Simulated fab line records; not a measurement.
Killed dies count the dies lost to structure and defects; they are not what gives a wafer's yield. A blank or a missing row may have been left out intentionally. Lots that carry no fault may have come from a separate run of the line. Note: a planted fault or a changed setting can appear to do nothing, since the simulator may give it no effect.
What tool caused it? + flow gf180mcu + Sampling: 24 lots, 72 wafers, 6 of 602 route steps

## WHAT EACH GAUGE READ, for each wafer
GF_V2_THK_MEAS_01. Usual: V2_CVD_00_THK typically reads 602 nm, with standard deviation 5.9.
| lot  | measured     | on           | V2_CVD_00_THK (nm) | flag |
|------|--------------|--------------|--------------------|------|
| L074 | day 19 06:10 | filmMetro-04 | 601 606 604        |      |
| L075 | day 19 16:53 | filmMetro-04 | 609 604 607        |      |
| L076 | day 20 02:14 | filmMetro-04 | 599 600 599        |      |
| L078 | day 20 18:07 | filmMetro-04 | 595 601 602        |      |
| L077 | day 20 20:37 | filmMetro-04 | 604 597 605        |      |
| L079 | day 20 22:14 | filmMetro-03 | 605 601 606        |      |
| L080 | day 21 13:08 | filmMetro-03 | 603 601 600        |      |
| L081 | day 21 19:52 | filmMetro-03 | 604 598 595        |      |
| L082 | day 22 09:25 | filmMetro-03 | 603 612 603        |      |
| L083 | day 22 16:08 | filmMetro-04 | 594 611 599        |      |
| L084 | day 22 22:46 | filmMetro-03 | 608 602 596        |      |
| L085 | day 23 13:04 | filmMetro-04 | 609 600 609        |      |
| L086 | day 23 19:40 | filmMetro-03 | 604 614 601        |      |
| L087 | day 24 11:25 | filmMetro-02 | 604 599 605        |      |
| L088 | day 24 12:32 | filmMetro-04 | 590 590 594        |      |
| L089 | day 24 18:50 | filmMetro-04 | 607 600 615        |      |
| L090 | day 25 00:04 | filmMetro-03 | 605 608 609        |      |
| L091 | day 25 06:52 | filmMetro-03 | 599 598 594        |      |
| L092 | day 25 14:41 | filmMetro-04 | 603 599 589        |      |
| L093 | day 25 19:39 | filmMetro-03 | 609 601 601        |      |
| L094 | day 26 05:24 | filmMetro-03 | 606 613 612        |      |
| L095 | day 26 14:37 | filmMetro-02 | 599 594 592        |      |
| L096 | day 26 22:31 | filmMetro-02 | 590 596 595        |      |
| L097 | day 27 07:18 | filmMetro-02 | 596 599 599        |      |

GF_M3_RS_MEAS_05: the measuring method here is four-point-probe. Usual: M3_ALCU_RS typically reads 0.0694 ohm/sq, with standard deviation 0.00072.
| lot  | measured     | on           | M3_ALCU_RS (ohm/sq)  | flag |
|------|--------------|--------------|----------------------|------|
| L074 | day 20 08:37 | filmMetro-03 | 0.0692 0.0695 0.0699 |      |
| L075 | day 20 19:57 | filmMetro-03 | 0.0683 0.0694 0.0697 |      |
| L076 | day 21 04:41 | filmMetro-01 | 0.0698 0.0694 0.0693 |      |
| L078 | day 21 20:05 | filmMetro-01 | 0.0690 0.0689 0.0696 |      |
| L077 | day 21 22:26 | filmMetro-03 | 0.0702 0.0703 0.0698 |      |
| L079 | day 21 23:31 | filmMetro-03 | 0.0699 0.0708 0.0704 |      |
| L080 | day 22 15:23 | filmMetro-02 | 0.0695 0.0695 0.0692 |      |
| L081 | day 22 21:50 | filmMetro-02 | 0.0685 0.0692 0.0695 |      |
| L082 | day 23 10:17 | filmMetro-03 | 0.0695 0.0687 0.0686 |      |
| L083 | day 23 17:19 | filmMetro-02 | 0.0694 0.0693 0.0690 |      |
| L084 | day 23 23:31 | filmMetro-02 | 0.0678 0.0684 0.0675 |      |
| L085 | day 24 13:30 | filmMetro-02 | 0.0701 0.0701 0.0701 |      |
| L086 | day 24 20:27 | filmMetro-01 | 0.0703 0.0709 0.0707 |      |
| L087 | day 25 10:55 | filmMetro-01 | 0.0697 0.0702 0.0704 |      |
| L088 | day 25 13:02 | filmMetro-01 | 0.0697 0.0694 0.0685 |      |
| L089 | day 25 18:05 | filmMetro-01 | 0.0698 0.0690 0.0688 |      |
| L090 | day 25 23:53 | filmMetro-02 | 0.0689 0.0696 0.0689 |      |
| L091 | day 26 06:37 | filmMetro-02 | 0.0684 0.0693 0.0687 |      |
| L092 | day 26 13:28 | filmMetro-02 | 0.0697 0.0694 0.0696 |      |
| L093 | day 26 19:08 | filmMetro-01 | 0.0692 0.0695 0.0701 |      |
| L094 | day 27 03:52 | filmMetro-02 | 0.0690 0.0683 0.0695 |      |
| L095 | day 27 13:33 | filmMetro-01 | 0.0691 0.0686 0.0694 |      |
| L096 | day 27 20:43 | filmMetro-03 | 0.0701 0.0708 0.0709 |      |
| L097 | day 28 05:46 | filmMetro-03 | 0.0692 0.0692 0.0692 |      |

GF_M3_CD_MEAS_14: target cd 280 nm. Usual: cdNm 279.6 nm, standard deviation 0.98.
| lot  | measured     | on       | cdNm (nm)         | flag |
|------|--------------|----------|-------------------|------|
| L074 | day 21 08:41 | cdSem-02 | 279.3 280.8 279.4 |      |
| L075 | day 21 19:08 | cdSem-01 | 279.5 279.6 280.3 |      |
| L076 | day 22 04:10 | cdSem-01 | 279.1 279.1 279.3 |      |
| L078 | day 22 19:34 | cdSem-01 | 280.5 280.0 280.5 |      |
| L077 | day 22 21:07 | cdSem-02 | 280.0 279.3 280.1 |      |
| L079 | day 22 22:12 | cdSem-02 | 279.9 279.8 279.6 |      |
| L080 | day 23 14:02 | cdSem-02 | 280.8 279.4 280.4 |      |
| L081 | day 23 20:28 | cdSem-02 | 280.5 280.1 280.9 |      |
| L082 | day 24 08:47 | cdSem-01 | 279.0 278.5 279.1 |      |
| L083 | day 24 15:37 | cdSem-01 | 279.5 279.4 280.0 |      |
| L084 | day 24 21:10 | cdSem-01 | 279.8 279.5 280.0 |      |
| L085 | day 25 11:22 | cdSem-02 | 278.4 278.2 277.7 |      |
| L086 | day 25 17:27 | cdSem-01 | 281.6 279.7 280.1 |      |
| L087 | day 26 07:52 | cdSem-01 | 277.7 278.8 278.3 |      |
| L088 | day 26 10:38 | cdSem-01 | 280.7 280.2 280.0 |      |
| L089 | day 26 14:46 | cdSem-01 | 278.5 278.3 277.7 |      |
| L090 | day 26 21:09 | cdSem-01 | 278.3 278.2 278.6 |      |
| L091 | day 27 02:50 | cdSem-01 | 278.9 279.9 279.2 |      |
| L092 | day 27 09:51 | cdSem-02 | 279.6 280.5 280.2 |      |
| L093 | day 27 15:29 | cdSem-01 | 280.1 279.1 280.3 |      |
| L094 | day 28 00:29 | cdSem-02 | 278.8 279.6 279.5 |      |
| L095 | day 28 09:25 | cdSem-01 | 279.3 279.4 278.8 |      |
| L096 | day 28 16:04 | cdSem-01 | 280.9 280.9 280.2 |      |
| L097 | day 28 23:51 | cdSem-01 | 280.3 280.1 279.9 |      |

GF_V4_OVL_MEAS_15. Usual: V4_OVL typically reads 2 nm, with standard deviation 5.
| lot  | measured     | on         | V4_OVL (nm) | flag |
|------|--------------|------------|-------------|------|
| L074 | day 24 09:15 | overlay-02 | -4 -1 9     |      |
| L075 | day 24 20:34 | overlay-02 | 6 0 -5      |      |
| L076 | day 25 03:46 | overlay-02 | 0 11 8      |      |
| L078 | day 25 17:53 | overlay-02 | -3 1 6      |      |
| L077 | day 25 19:52 | overlay-01 | 3 4 6       |      |
| L079 | day 25 20:59 | overlay-02 | -3 -2 0     |      |
| L080 | day 26 11:23 | overlay-01 | 2 -4 -2     |      |
| L081 | day 26 17:26 | overlay-01 | 10 9 5      |      |
| L082 | day 27 04:51 | overlay-01 | -2 -8 2     |      |
| L083 | day 27 11:37 | overlay-01 | 0 -1 -5     |      |
| L084 | day 27 17:14 | overlay-01 | 3 -5 6      |      |
| L085 | day 28 05:29 | overlay-01 | 7 12 6      |      |
| L086 | day 28 10:59 | overlay-02 | 2 -5 3      |      |
| L087 | day 29 00:28 | overlay-02 | 7 14 4      |      |
| L088 | day 29 03:39 | overlay-02 | 7 -5 -1     |      |
| L089 | day 29 07:10 | overlay-01 | -3 1 -6     |      |
| L090 | day 29 13:02 | overlay-01 | 6 -4 10     |      |
| L091 | day 29 18:17 | overlay-01 | 7 0 6       |      |
| L092 | day 30 00:47 | overlay-01 | -1 -3 -2    |      |
| L093 | day 30 06:24 | overlay-01 | 11 1 4      |      |
| L094 | day 30 13:38 | overlay-01 | 3 7 8       |      |
| L095 | day 30 22:07 | overlay-01 | 11 5 5      |      |
| L096 | day 31 03:58 | overlay-01 | 7 6 7       |      |
| L097 | day 31 12:11 | overlay-01 | -5 -3 -3    |      |

## TOOL THAT RAN EACH LOT (tool first, then ch and the chambers of the sampled wafers, then the start)
| lot  | GF_V2_SPUTTER_22            | GF_V3_CMP_04                  |
|------|-----------------------------|-------------------------------|
| L074 | pvdSputter-03, day 20 07:44 | cmp-01 ch 0,1, day 21 09:47   |
| L075 | pvdSputter-03, day 20 19:05 | cmp-01 ch 0,1,3, day 21 20:13 |
| L076 | pvdSputter-03, day 21 03:50 | cmp-01 ch 1,3, day 22 05:16   |
| L078 | pvdSputter-04, day 21 19:14 | cmp-01 ch 0,2,3, day 22 21:07 |
| L077 | pvdSputter-03, day 21 21:35 | cmp-01 ch 1,2, day 22 22:20   |
| L079 | pvdSputter-01, day 21 22:38 | cmp-01 ch 0,1, day 22 23:34   |
| L080 | pvdSputter-01, day 22 14:32 | cmp-01 ch 0,2,3, day 23 15:32 |
| L081 | pvdSputter-03, day 22 20:46 | cmp-02 ch 0,1,2, day 23 21:41 |
| L082 | pvdSputter-04, day 23 09:24 | cmp-01 ch 0,1,2, day 24 09:53 |
| L083 | pvdSputter-03, day 23 16:26 | cmp-01 ch 1,2, day 24 16:49   |
| L084 | pvdSputter-03, day 23 22:40 | cmp-02 ch 1,2, day 24 22:43   |
| L085 | pvdSputter-01, day 24 12:36 | cmp-01 ch 0,1,2, day 25 12:32 |
| L086 | pvdSputter-03, day 24 19:35 | cmp-02 ch 0,1,3, day 25 18:35 |
| L087 | pvdSputter-03, day 25 10:04 | cmp-02 ch 0,1,2, day 26 08:56 |
| L088 | pvdSputter-04, day 25 12:08 | cmp-02 ch 0,2, day 26 11:40   |
| L089 | pvdSputter-03, day 25 17:14 | cmp-02 ch 0,1,2, day 26 15:59 |
| L090 | pvdSputter-03, day 25 22:59 | cmp-01 ch 1,2,3, day 26 22:22 |
| L091 | pvdSputter-03, day 26 05:46 | cmp-02 ch 1,2,3, day 27 03:53 |
| L092 | pvdSputter-01, day 26 12:35 | cmp-01 ch 0,1,3, day 27 10:56 |
| L093 | pvdSputter-04, day 26 18:16 | cmp-02 ch 1,2, day 27 16:39   |
| L094 | pvdSputter-03, day 27 03:01 | cmp-02 ch 0,1, day 28 01:42   |
| L095 | pvdSputter-04, day 27 12:42 | cmp-02 ch 1,2,3, day 28 10:35 |
| L096 | pvdSputter-04, day 27 19:52 | cmp-01 ch 2,3, day 28 17:11   |
| L097 | pvdSputter-04, day 28 04:54 | cmp-02 ch 0,2,3, day 29 00:53 |
- GF_V2_SPUTTER_22: material TiN, target thk 10 nm, time 40 s.
- GF_V3_CMP_04: polishes SiO2.

## AS READ BY THE TOOLS THEMSELVES (means over the sampled wafers that have a number; for cases with no such wafer, the mark the record gives instead)
GF_V2_SPUTTER_22. Usual: throttleValvePct 30.3 %, standard deviation 1.1.
| lot  | tool          | throttleValvePct (%) | flag |
|------|---------------|----------------------|------|
| L074 | pvdSputter-03 | 30.2                 |      |
| L075 | pvdSputter-03 | 30.4                 |      |
| L076 | pvdSputter-03 | 30.4                 |      |
| L078 | pvdSputter-04 | 29.4                 |      |
| L077 | pvdSputter-03 | 30.1                 |      |
| L079 | pvdSputter-01 | 31.0                 |      |
| L080 | pvdSputter-01 | 30.4                 |      |
| L081 | pvdSputter-03 | 29.7                 |      |
| L082 | pvdSputter-04 | 30.5                 |      |
| L083 | pvdSputter-03 | 29.3                 |      |
| L084 | pvdSputter-03 | 30.3                 |      |
| L085 | pvdSputter-01 | 30.7                 |      |
| L086 | pvdSputter-03 | 30.8                 |      |
| L087 | pvdSputter-03 | 30.1                 |      |
| L088 | pvdSputter-04 | 31.1                 |      |
| L089 | pvdSputter-03 | 30.6                 |      |
| L090 | pvdSputter-03 | 29.8                 |      |
| L091 | pvdSputter-03 | 29.8                 |      |
| L092 | pvdSputter-01 | 30.8                 |      |
| L093 | pvdSputter-04 | 30.3                 |      |
| L094 | pvdSputter-03 | 30.5                 |      |
| L095 | pvdSputter-04 | 30.6                 |      |
| L096 | pvdSputter-04 | 30.3                 |      |
| L097 | pvdSputter-04 | 30.1                 |      |

GF_V3_CMP_04. Usual: motorCurrentA 12.2 A, standard deviation 1.2; timeToEndpointS 81 s, standard deviation 6.3.
| lot  | tool   | motorCurrentA (A) | timeToEndpointS (s) | flag |
|------|--------|-------------------|---------------------|------|
| L074 | cmp-01 | 13.5              | 85                  |      |
| L075 | cmp-01 | 13.0              | 86                  |      |
| L076 | cmp-01 | 12.7              | 81                  |      |
| L078 | cmp-01 | 12.5              | 89                  |      |
| L077 | cmp-01 | 13.0              | 88                  |      |
| L079 | cmp-01 | 13.0              | 88                  |      |
| L080 | cmp-01 | 11.9              | 81                  |      |
| L081 | cmp-02 | 11.7              | 77                  |      |
| L082 | cmp-01 | 12.7              | 78                  |      |
| L083 | cmp-01 | 11.8              | 88                  |      |
| L084 | cmp-02 | 11.0              | 76                  |      |
| L085 | cmp-01 | 12.0              | 82                  |      |
| L086 | cmp-02 | 11.5              | 78                  |      |
| L087 | cmp-02 | 11.5              | 88                  |      |
| L088 | cmp-02 | 12.0              | 79                  |      |
| L089 | cmp-02 | 12.0              | 86                  |      |
| L090 | cmp-01 | 12.5              | 78                  |      |
| L091 | cmp-02 | 12.1              | 78                  |      |
| L092 | cmp-01 | 12.6              | 74                  |      |
| L093 | cmp-02 | 11.1              | 80                  |      |
| L094 | cmp-02 | 10.9              | 87                  |      |
| L095 | cmp-02 | 12.1              | 74                  |      |
| L096 | cmp-01 | 11.6              | 75                  |      |
| L097 | cmp-02 | 12.5              | 70                  |      |

## THE ANSWER, worked out from the rows above alone
Rule: a lot counts as off when the mean over its wafers that have a number is more than 3 standard deviations away from the usual mean. Also off: a lot with no number at a reading for which 4 or more lots have one. Any other lot the step has rows for is counted as sound. Order of review: gauges by route order, followed by the tools' own readings, for which a lot's mean as printed above is used. At the first step where some lot is off, the reading lying furthest off is the one used; lots without a number count as furthest.
None of the lots is off at any reading shown; this tells nothing.

## WHAT WAS PUT IN BY THE SIMULATOR
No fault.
